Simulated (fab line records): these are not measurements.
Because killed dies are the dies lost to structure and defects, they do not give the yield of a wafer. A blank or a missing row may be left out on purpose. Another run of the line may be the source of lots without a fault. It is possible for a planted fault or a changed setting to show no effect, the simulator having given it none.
Which of the tools did it? :: flow gf180mcu :: Sampling: 12 lots, 36 wafers, 5 of 602 route steps

WHAT THE GAUGES SHOWED, per wafer
GF_M3_OVL_MEAS_15.
lot: L205
measured: day 21 12:52
on: overlay-01
M3_OVL (nm): -4 3 0

lot: L206
measured: day 21 17:42
on: overlay-02
M3_OVL (nm): -5 -9 -6

lot: L207
measured: day 22 09:41
on: overlay-01
M3_OVL (nm): -2 -9 3

lot: L208
measured: day 22 13:17
on: overlay-01
M3_OVL (nm): -1 1 0

lot: L209
measured: day 22 23:11
on: overlay-02
M3_OVL (nm): 10 -1 4

lot: L214
measured: day 24 17:34
on: overlay-02
M3_OVL (nm): -10 -1 -3

lot: L218
measured: day 26 01:40
on: overlay-02
M3_OVL (nm): -3 -1 2

lot: L220
measured: day 26 18:28
on: overlay-02
M3_OVL (nm): 4 5 4

lot: L221
measured: day 26 22:58
on: overlay-02
M3_OVL (nm): 0 -12 -6

lot: L223
measured: day 27 15:05
on: overlay-02
M3_OVL (nm): -9 -2 3

lot: L225
measured: day 28 03:19
on: overlay-02
M3_OVL (nm): 0 1 -1

lot: L227
measured: day 28 18:30
on: overlay-01
M3_OVL (nm): 8 6 5

GF_V3_THK_MEAS_01.
lot: L205
measured: day 21 13:41
on: filmMetro-03
V3_CVD_00_THK (nm): 601 604 600

lot: L206
measured: day 21 18:29
on: filmMetro-01
V3_CVD_00_THK (nm): 591 591 600

lot: L207
measured: day 22 10:28
on: filmMetro-01
V3_CVD_00_THK (nm): 596 598 598

lot: L208
measured: day 22 14:02
on: filmMetro-02
V3_CVD_00_THK (nm): 605 601 598

lot: L209
measured: day 22 23:57
on: filmMetro-01
V3_CVD_00_THK (nm): 594 595 594

lot: L214
measured: day 24 18:28
on: filmMetro-02
V3_CVD_00_THK (nm): 586 588 596

lot: L218
measured: day 26 02:25
on: filmMetro-03
V3_CVD_00_THK (nm): 601 892 888

lot: L220
measured: day 26 19:14
on: filmMetro-01
V3_CVD_00_THK (nm): 593 879 593

lot: L221
measured: day 26 23:44
on: filmMetro-02
V3_CVD_00_THK (nm): 892 599 596

lot: L223
measured: day 27 15:50
on: filmMetro-01
V3_CVD_00_THK (nm): 584 579 585

lot: L225
measured: day 28 04:11
on: filmMetro-02
V3_CVD_00_THK (nm): 590 602 603

lot: L227
measured: day 28 19:17
on: filmMetro-01
V3_CVD_00_THK (nm): 588 588 586

TOOL THAT RAN EACH LOT (tool first, then ch and the chambers of the sampled wafers, then the start)
lot: L205
GF_V1_CMP_26: cmp-01 ch 1,2, day 18 08:43
GF_M2_SPUTTER_02: pvdSputter-03, day 18 09:05
GF_V3_CVD_00: hdpcvd-02 ch 0,2, day 21 13:35

lot: L206
GF_V1_CMP_26: cmp-01 ch 0,1, day 18 12:29
GF_M2_SPUTTER_02: pvdSputter-03, day 18 12:55
GF_V3_CVD_00: hdpcvd-02 ch 0,2, day 21 18:25

lot: L207
GF_V1_CMP_26: cmp-01 ch 0,2,3, day 19 05:17
GF_M2_SPUTTER_02: pvdSputter-02, day 19 05:37
GF_V3_CVD_00: hdpcvd-01 ch 0,1,2, day 22 10:24

lot: L208
GF_V1_CMP_26: cmp-02 ch 1,2,3, day 19 09:32
GF_M2_SPUTTER_02: pvdSputter-03, day 19 09:49
GF_V3_CVD_00: hdpcvd-02 ch 0,1,2, day 22 13:57

lot: L209
GF_V1_CMP_26: cmp-01 ch 2,3, day 19 20:53
GF_M2_SPUTTER_02: pvdSputter-03, day 19 21:16
GF_V3_CVD_00: hdpcvd-01 ch 0,1, day 22 23:53

lot: L214
GF_V1_CMP_26: cmp-02 ch 1,2, day 21 17:14
GF_M2_SPUTTER_02: pvdSputter-03, day 21 17:40
GF_V3_CVD_00: hdpcvd-02 ch 0,2, day 24 18:23

lot: L218
GF_V1_CMP_26: cmp-01 ch 1,2,3, day 23 03:38
GF_M2_SPUTTER_02: pvdSputter-04, day 23 04:04
GF_V3_CVD_00: hdpcvd-01 ch 0,1, day 26 02:21

lot: L220
GF_V1_CMP_26: cmp-02 ch 0,1,2, day 23 21:04
GF_M2_SPUTTER_02: pvdSputter-02, day 23 21:23
GF_V3_CVD_00: hdpcvd-01 ch 0,1,2, day 26 19:08

lot: L221
GF_V1_CMP_26: cmp-01 ch 2,3, day 24 02:28
GF_M2_SPUTTER_02: pvdSputter-03, day 24 02:53
GF_V3_CVD_00: hdpcvd-01 ch 0,1,2, day 26 23:38

lot: L223
GF_V1_CMP_26: cmp-02 ch 1,2,3, day 24 19:42
GF_M2_SPUTTER_02: pvdSputter-02, day 24 20:08
GF_V3_CVD_00: hdpcvd-02 ch 0,2, day 27 15:45

lot: L225
GF_V1_CMP_26: cmp-01 ch 0,3, day 25 09:43
GF_M2_SPUTTER_02: pvdSputter-03, day 25 10:08
GF_V3_CVD_00: hdpcvd-02 ch 1,2, day 28 04:07

lot: L227
GF_V1_CMP_26: cmp-01 ch 0,3, day 26 01:47
GF_M2_SPUTTER_02: pvdSputter-02, day 26 02:10
GF_V3_CVD_00: hdpcvd-02 ch 0,1,2, day 28 19:13
- GF_V1_CMP_26: polishes, stops on SiO2, t overpolish 15 s, target thk 0 nm.
- GF_M2_SPUTTER_02: material AlCu, target thk 450 nm, time 23.9 s.
- GF_V3_CVD_00: deposits SiO2, target thk 600 nm, time 100 s.

AS READ BY THE TOOLS THEMSELVES (means over the sampled wafers that have a number; for cases with no such wafer, the mark the record gives instead)
GF_V1_CMP_26.
lot: L205
tool: cmp-01
motorCurrentA (A): 10.4
overpolishRunS (s): 15.003
slurryFilterDpKPa (kPa): 13.44
timeToEndpointS (s): 85

lot: L206
tool: cmp-01
motorCurrentA (A): 10.7
overpolishRunS (s): 14.995
slurryFilterDpKPa (kPa): 13.47
timeToEndpointS (s): 88

lot: L207
tool: cmp-01
motorCurrentA (A): 11.4
overpolishRunS (s): 15.003
slurryFilterDpKPa (kPa): 13.51
timeToEndpointS (s): 83

lot: L208
tool: cmp-02
motorCurrentA (A): 11.1
overpolishRunS (s): 14.991
slurryFilterDpKPa (kPa): 13.38
timeToEndpointS (s): 86

lot: L209
tool: cmp-01
motorCurrentA (A): 11.3
overpolishRunS (s): 15.001
slurryFilterDpKPa (kPa): 13.60
timeToEndpointS (s): 85

lot: L214
tool: cmp-02
motorCurrentA (A): 11.3
overpolishRunS (s): 15.002
slurryFilterDpKPa (kPa): 13.47
timeToEndpointS (s): 82

lot: L218
tool: cmp-01
motorCurrentA (A): 10.7
overpolishRunS (s): 15.006
slurryFilterDpKPa (kPa): 13.47
timeToEndpointS (s): 86

lot: L220
tool: cmp-02
motorCurrentA (A): 11.1
overpolishRunS (s): 14.997
slurryFilterDpKPa (kPa): 13.44
timeToEndpointS (s): 84

lot: L221
tool: cmp-01
motorCurrentA (A): 11.3
overpolishRunS (s): 14.999
slurryFilterDpKPa (kPa): 13.55
timeToEndpointS (s): 88

lot: L223
tool: cmp-02
motorCurrentA (A): 10.9
overpolishRunS (s): 15.001
slurryFilterDpKPa (kPa): 13.62
timeToEndpointS (s): 84

lot: L225
tool: cmp-01
motorCurrentA (A): 11.1
overpolishRunS (s): 15.007
slurryFilterDpKPa (kPa): 13.59
timeToEndpointS (s): 86

lot: L227
tool: cmp-01
motorCurrentA (A): 11.5
overpolishRunS (s): 15.003
slurryFilterDpKPa (kPa): 13.57
timeToEndpointS (s): 85

GF_M2_SPUTTER_02.
lot: L205
tool: pvdSputter-03
throttleValvePct (%): 30.8

lot: L206
tool: pvdSputter-03
throttleValvePct (%): 30.5

lot: L207
tool: pvdSputter-02
throttleValvePct (%): 30.4

lot: L208
tool: pvdSputter-03
throttleValvePct (%): 29.5

lot: L209
tool: pvdSputter-03
throttleValvePct (%): 31.9

lot: L214
tool: pvdSputter-03
throttleValvePct (%): 30.8

lot: L218
tool: pvdSputter-04
throttleValvePct (%): 29.6

lot: L220
tool: pvdSputter-02
throttleValvePct (%): 30.4

lot: L221
tool: pvdSputter-03
throttleValvePct (%): 30.2

lot: L223
tool: pvdSputter-02
throttleValvePct (%): 30.5

lot: L225
tool: pvdSputter-03
throttleValvePct (%): 31.2

lot: L227
tool: pvdSputter-02
throttleValvePct (%): 30.7

GF_V3_CVD_00.
lot: L205
tool: hdpcvd-02
sih4FlowSccm (sccm): 59.85
susceptorTempC (C): 399.78

lot: L206
tool: hdpcvd-02
sih4FlowSccm (sccm): 60.12
susceptorTempC (C): 399.63

lot: L207
tool: hdpcvd-01
sih4FlowSccm (sccm): 59.76
susceptorTempC (C): 400.07

lot: L208
tool: hdpcvd-02
sih4FlowSccm (sccm): 60.04
susceptorTempC (C): 399.86

lot: L209
tool: hdpcvd-01
sih4FlowSccm (sccm): 59.98
susceptorTempC (C): 400.09

lot: L214
tool: hdpcvd-02
sih4FlowSccm (sccm): 59.84
susceptorTempC (C): 399.99

lot: L218
tool: hdpcvd-01
sih4FlowSccm (sccm): 80.18
susceptorTempC (C): 399.97

lot: L220
tool: hdpcvd-01
sih4FlowSccm (sccm): 70.01
susceptorTempC (C): 400.08

lot: L221
tool: hdpcvd-01
sih4FlowSccm (sccm): 70.11
susceptorTempC (C): 399.83

lot: L223
tool: hdpcvd-02
sih4FlowSccm (sccm): 59.83
susceptorTempC (C): 399.92

lot: L225
tool: hdpcvd-02
sih4FlowSccm (sccm): 60.03
susceptorTempC (C): 399.96

lot: L227
tool: hdpcvd-02
sih4FlowSccm (sccm): 60.06
susceptorTempC (C): 400.13

THE ANSWER, worked out from the rows above alone
Rule: what is usual is taken from the lots themselves. Put in order of their means at a reading, lots are off if they are a third of the lots or fewer, leave a main group of 4 or more, and stand apart from it by a gap of 3 or more times the standard deviation of the main group's means; of several such gaps the widest counts. A main group whose means are all the same, to the digits that the tables above print for the reading, isn't used. Also off: a lot with no number at a reading for which 4 or more lots have one. Any other lot the step has rows for is counted as sound. First the gauges in route order, then the tools' own readings, where a lot's mean is used as printed above. The first step at which some lot is off is used, and at that step the reading that is off furthest; a lot without a number counts as furthest.
Off: at GF_V3_THK_MEAS_01 (V3_CVD_00_THK), L218, L220, L221. The main group has a mean of 594 nm with a standard deviation of 6.1.
If a tool, at a process step before that reading, ran all the lots that are off and no sound lot after the first of them, it fits. The gauges at GF_V3_THK_MEAS_01 aren't tried: what is off there is off at GF_V3_CVD_00 too, on other tools, and a gauge's error can't cause that. One fits: hdpcvd-01 at GF_V3_CVD_00. A fault onset in the window from L209 (day 22 23:53, its last sound lot) to L218 (day 26 02:21, its first lot off) fits.
On the lots that are off, the tool's own readings at GF_V3_CVD_00 differ by more than 5 times the standard deviation of the sound lots' means, which bears it out; sih4FlowSccm reads 73.43 sccm there versus 59.95 sccm on the sound lots.

WHAT THE SIMULATOR HAD INSERTED
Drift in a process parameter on hdpcvd-01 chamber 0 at GF_V3_CVD_00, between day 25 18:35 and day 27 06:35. Setting sih4FlowSccm shifted by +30 from 60. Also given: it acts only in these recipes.
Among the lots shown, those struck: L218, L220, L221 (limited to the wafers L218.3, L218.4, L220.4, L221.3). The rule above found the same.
